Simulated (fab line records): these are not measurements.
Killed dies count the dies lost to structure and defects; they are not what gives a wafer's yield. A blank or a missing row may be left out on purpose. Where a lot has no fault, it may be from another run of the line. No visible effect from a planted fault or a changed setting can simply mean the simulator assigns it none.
Check for tools in common || flow gf180mcu || Sampled: 11 lots, 33 wafers

## WHY IT WAS OPENED
1 of 11 lots carry a flag on the reading VT_IMPLANT_2_TW at GF_VT_IMPLANT_TW_MEAS_21. No-fault wafers: 1213, standard deviation 9.3.
Rule: a lot gets a flag if all its wafers with a number sit over 4 standard deviations from that mean, or if no wafer of it has a number. As for the other lots, they are considered sound.

{"lot": "L972", "measured": "day 6 11:20", "on": "film metro-02", "VT_IMPLANT_2_TW, wafer by wafer": "1222 1217 1220", "flag": ""}
{"lot": "L973", "measured": "day 6 18:01", "on": "film metro-03", "VT_IMPLANT_2_TW, wafer by wafer": "1203 1205 1209", "flag": ""}
{"lot": "L976", "measured": "day 7 14:25", "on": "film metro-04", "VT_IMPLANT_2_TW, wafer by wafer": "1230 1227 1228", "flag": ""}
{"lot": "L978", "measured": "day 8 03:46", "on": "film metro-03", "VT_IMPLANT_2_TW, wafer by wafer": "1205 1201 1204", "flag": ""}
{"lot": "L984", "measured": "day 9 16:27", "on": "film metro-02", "VT_IMPLANT_2_TW, wafer by wafer": "30 30 30", "flag": "FLAGGED"}
{"lot": "L989", "measured": "day 10 22:55", "on": "film metro-02", "VT_IMPLANT_2_TW, wafer by wafer": "1216 1214 1210", "flag": ""}
{"lot": "L990", "measured": "day 11 07:01", "on": "film metro-02", "VT_IMPLANT_2_TW, wafer by wafer": "1208 1206 1208", "flag": ""}
{"lot": "L991", "measured": "day 11 10:16", "on": "film metro-02", "VT_IMPLANT_2_TW, wafer by wafer": "1209 1211 1211", "flag": ""}
{"lot": "L992", "measured": "day 11 16:15", "on": "film metro-03", "VT_IMPLANT_2_TW, wafer by wafer": "1210 1205 1203", "flag": ""}
{"lot": "L993", "measured": "day 11 23:50", "on": "film metro-02", "VT_IMPLANT_2_TW, wafer by wafer": "1205 1215 1209", "flag": ""}
{"lot": "L994", "measured": "day 12 05:56", "on": "film metro-02", "VT_IMPLANT_2_TW, wafer by wafer": "1212 1204 1211", "flag": ""}
Flagged lots average 30: -1183 relative to the usual, that is -99 or more standard deviations.

## WHICH TOOL RAN EACH LOT
The record holds 2 process steps before the reading, out of a route of 602 steps. In each cell: the tool, then ch and the chambers that the sampled wafers went through, then the start.
{"lot": "L972", "flag": "", "GF_DNWELL_STRIP_08": "plasma asher-04 ch 1, day 2 23:31", "GF_VT_IMPLANT_EXPOSE_15": "iline stepper-02 ch 0, day 6 04:08"}
{"lot": "L973", "flag": "", "GF_DNWELL_STRIP_08": "plasma asher-02 ch 0,1, day 3 04:59", "GF_VT_IMPLANT_EXPOSE_15": "iline stepper-01 ch 0, day 6 10:22"}
{"lot": "L976", "flag": "", "GF_DNWELL_STRIP_08": "plasma asher-03 ch 0,1, day 3 20:47", "GF_VT_IMPLANT_EXPOSE_15": "iline stepper-02 ch 0, day 7 06:38"}
{"lot": "L978", "flag": "", "GF_DNWELL_STRIP_08": "plasma asher-02 ch 0,1, day 4 09:13", "GF_VT_IMPLANT_EXPOSE_15": "iline stepper-01 ch 0, day 7 19:37"}
{"lot": "L984", "flag": "FLAGGED", "GF_DNWELL_STRIP_08": "plasma asher-03 ch 0,1, day 5 15:25", "GF_VT_IMPLANT_EXPOSE_15": "iline stepper-02 ch 0, day 9 07:50"}
{"lot": "L989", "flag": "", "GF_DNWELL_STRIP_08": "plasma asher-02 ch 0,1, day 6 18:44", "GF_VT_IMPLANT_EXPOSE_15": "iline stepper-02 ch 0, day 10 14:20"}
{"lot": "L990", "flag": "", "GF_DNWELL_STRIP_08": "plasma asher-03 ch 0,1, day 6 23:35", "GF_VT_IMPLANT_EXPOSE_15": "iline stepper-02 ch 0, day 10 22:18"}
{"lot": "L991", "flag": "", "GF_DNWELL_STRIP_08": "plasma asher-03 ch 0,1, day 7 04:19", "GF_VT_IMPLANT_EXPOSE_15": "iline stepper-02 ch 0, day 11 02:10"}
{"lot": "L992", "flag": "", "GF_DNWELL_STRIP_08": "plasma asher-03 ch 0,1, day 7 10:10", "GF_VT_IMPLANT_EXPOSE_15": "iline stepper-01 ch 0, day 11 07:30"}
{"lot": "L993", "flag": "", "GF_DNWELL_STRIP_08": "plasma asher-02 ch 0,1, day 7 15:37", "GF_VT_IMPLANT_EXPOSE_15": "iline stepper-02 ch 0, day 11 14:53"}
{"lot": "L994", "flag": "", "GF_DNWELL_STRIP_08": "plasma asher-04 ch 0,1, day 7 20:52", "GF_VT_IMPLANT_EXPOSE_15": "iline stepper-02 ch 0, day 11 21:39"}
What these steps do:
- GF_DNWELL_STRIP_08: strips in O2/N2.
- GF_VT_IMPLANT_EXPOSE_15: exposes mask Nwell LV AREA, target cd 860 nm.
- GF_VT_IMPLANT_TW_MEAS_21

## FLAGGED OVER TOTAL, TOOL BY TOOL (the gauges that took the reading come last)
{"step": "GF_DNWELL_STRIP_08", "tool": "plasma asher-02", "lots run": 4, "flagged": 0, "share of the flagged lots": "none", "sound lots run after its first flagged lot": "-"}
{"step": "GF_DNWELL_STRIP_08", "tool": "plasma asher-03", "lots run": 5, "flagged": 1, "share of the flagged lots": "all", "sound lots run after its first flagged lot": "3 (L990,L991,L992)"}
{"step": "GF_DNWELL_STRIP_08", "tool": "plasma asher-04", "lots run": 2, "flagged": 0, "share of the flagged lots": "none", "sound lots run after its first flagged lot": "-"}
{"step": "GF_VT_IMPLANT_EXPOSE_15", "tool": "iline stepper-01", "lots run": 3, "flagged": 0, "share of the flagged lots": "none", "sound lots run after its first flagged lot": "-"}
{"step": "GF_VT_IMPLANT_EXPOSE_15", "tool": "iline stepper-02", "lots run": 8, "flagged": 1, "share of the flagged lots": "all", "sound lots run after its first flagged lot": "5 (L989,L990,L991,L993,L994)"}
{"step": "GF_VT_IMPLANT_TW_MEAS_21", "tool": "film metro-02", "lots run": 7, "flagged": 1, "share of the flagged lots": "all", "sound lots run after its first flagged lot": "5 (L989,L990,L991,L993,L994)"}
{"step": "GF_VT_IMPLANT_TW_MEAS_21", "tool": "film metro-03", "lots run": 3, "flagged": 0, "share of the flagged lots": "none", "sound lots run after its first flagged lot": "-"}
{"step": "GF_VT_IMPLANT_TW_MEAS_21", "tool": "film metro-04", "lots run": 1, "flagged": 0, "share of the flagged lots": "none", "sound lots run after its first flagged lot": "-"}

## WHAT IS ALLOWED BY THE TABLE
In the table, 3 rows ran each flagged lot (plasma asher-03 at GF_DNWELL_STRIP_08; iline stepper-02 at GF_VT_IMPLANT_EXPOSE_15; film metro-02 at GF_VT_IMPLANT_TW_MEAS_21).
- plasma asher-03 at GF_DNWELL_STRIP_08: 1 of its 5 lots flagged. Lots that were sound ran on it after the first flagged one (L990, L991, L992); a persistent fault on the entire tool would not allow that.
- iline stepper-02 at GF_VT_IMPLANT_EXPOSE_15: 1 of its 8 lots flagged. Lots that were sound ran on it after the first flagged one (L989, L990, L991, L993, L994); a persistent fault on the entire tool would not allow that.
- film metro-02 at GF_VT_IMPLANT_TW_MEAS_21: 1 of its 7 lots flagged. Lots that were sound ran on it after the first flagged one (L989, L990, L991, L993, L994); a persistent fault on the entire tool would not allow that.
No row of the table ran every flagged lot and no sound lot after the first.

## WHAT WAS PUT IN BY THE SIMULATOR
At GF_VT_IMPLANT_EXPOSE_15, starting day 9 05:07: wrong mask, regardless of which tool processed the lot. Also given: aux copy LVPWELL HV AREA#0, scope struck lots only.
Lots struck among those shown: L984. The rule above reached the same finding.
